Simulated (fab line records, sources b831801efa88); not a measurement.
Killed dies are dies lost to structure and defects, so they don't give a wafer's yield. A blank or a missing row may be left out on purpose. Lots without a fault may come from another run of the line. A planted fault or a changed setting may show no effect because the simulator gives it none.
A struck lot beside a sound one | flow gf180mcu | 15 steps out of a route of 602
Sound: wafers L536.2, L536.4, L536.6. Struck: wafer L541.5. (L541.3, L541.4 of the same lot were not struck and are left out.) The cause comes at the end.
At each step with rows: each side's tool, then ch and its chambers, then its first start. Under that, the readings that differ: sound wafers | struck wafers | difference of the means | sigmas: that difference in standard deviations of wafers without a fault.
alike: readings whose means differ by less than 2 such deviations, and words and numbers that are the same on both sides. not compared: withheld readings, readings that some wafer has no value for, bounds like >300 that may hide the same value, and numbers for which the record gives no deviation and whose values overlap.
The two part at a step that has a row with sigmas, a row that says differs or no value, or rows on one side only. Numbers that don't overlap but have no deviation are shown without sigmas and don't part them. A reading that every wafer of one side lacks parts them only if that side has two wafers or more.

first, 1 step without rows for these wafers: GF_STI_DEVELOP_11 (develop time 60 s).
GF_STI_CD_MEAS_12: target cd 220 nm.
  sound on cd_sem-01, day 4 17:23; struck on cd_sem-01, day 5 16:54
  alike: cd_nm
GF_STI_ETCH_13: etches the open film in CHF3/O2, stops on Si, target depth 282.31 nm, time 112.9 s.
  sound on rie_diel-02 ch 0,1, day 4 17:29; struck on rie_diel-01 ch 2, day 5 16:59
  alike: drypump_motor_current_A, oes_product_au, throttle_valve_pct
  not compared: rf_hours_counter_h
GF_STI_ETCH_14: etches Si in HBr/Cl2/O2, target depth 360 nm, time 102.9 s.
  sound on rie_si-01 ch 0,1,2, day 4 17:34; struck on rie_si-02 ch 1, day 5 17:04
  alike: drypump_motor_current_A, he_backside_leak_sccm, oes_product_au, throttle_valve_pct
  not compared: rf_hours_counter_h
GF_STI_STRIP_15: strips in O2/N2.
  sound on plasma_asher-01 ch 0,1, day 4 17:38; struck on plasma_asher-01 ch 0, day 5 17:10
  alike: drypump_motor_current_A, heater_power_w, oes_product_au, platen_temp_c, strip_time_to_endpoint_s
  not compared: rf_hours_counter_h
then, 6 steps without rows for these wafers: GF_STI_CLEAN_16 (cleans in dHF, time 25 s); GF_STI_WET_ETCH_17 (etches Si3N4 in H3PO4, target depth 45 nm, time 514 s); GF_STI_CLEAN_18 (cleans in SC1/SC2, time 150 s); GF_STI_CLEAN_19 (cleans in dHF, time 20 s); GF_STI_WET_ETCH_20 (etches SiO2 in dHF, target depth 20 nm, time 400 s); GF_STI_OXIDATION_21 (stabilise 600 s, purge 300 s, target thk 15 nm).
GF_STI_THK_MEAS_22:
  sound on film_metro-03, day 4 19:14; struck on film_metro-01, day 5 18:53
  alike: STI_OXIDATION_01_THK
GF_STI_CVD_23: deposits SiO2, target thk 650 nm, time 108.3 s.
  sound on hdpcvd-02 ch 0,1,2, day 4 19:17; struck on hdpcvd-01 ch 0, day 5 18:55
  reading                              | sound           | struck | difference | sigmas
  model.SiO2_of_STI_CVD_23.thk_nm (nm) | 650.5 645.8 648 | 681.7  | +33.6      |
GF_STI_THK_MEAS_24:
  sound on film_metro-01, day 4 19:22; struck on film_metro-03, day 5 19:01
  reading             | sound       | struck | difference | sigmas
  STI_CVD_23_THK (nm) | 650 647 648 | 682    | +34        | +6
GF_STI_CMP_25: polishes, stops on Si3N4, t overpolish 33 s, target thk 524.6 nm.
  sound on cmp-01 ch 0,1,2, day 4 20:31; struck on cmp-02 ch 2, day 5 19:09
  alike: motor_current_A

WHERE THEY PART
Only at GF_STI_THK_MEAS_24, within this record. Later steps at which nothing parts them and some readings are alike: GF_STI_CMP_25.

WHY: what the simulator had put in
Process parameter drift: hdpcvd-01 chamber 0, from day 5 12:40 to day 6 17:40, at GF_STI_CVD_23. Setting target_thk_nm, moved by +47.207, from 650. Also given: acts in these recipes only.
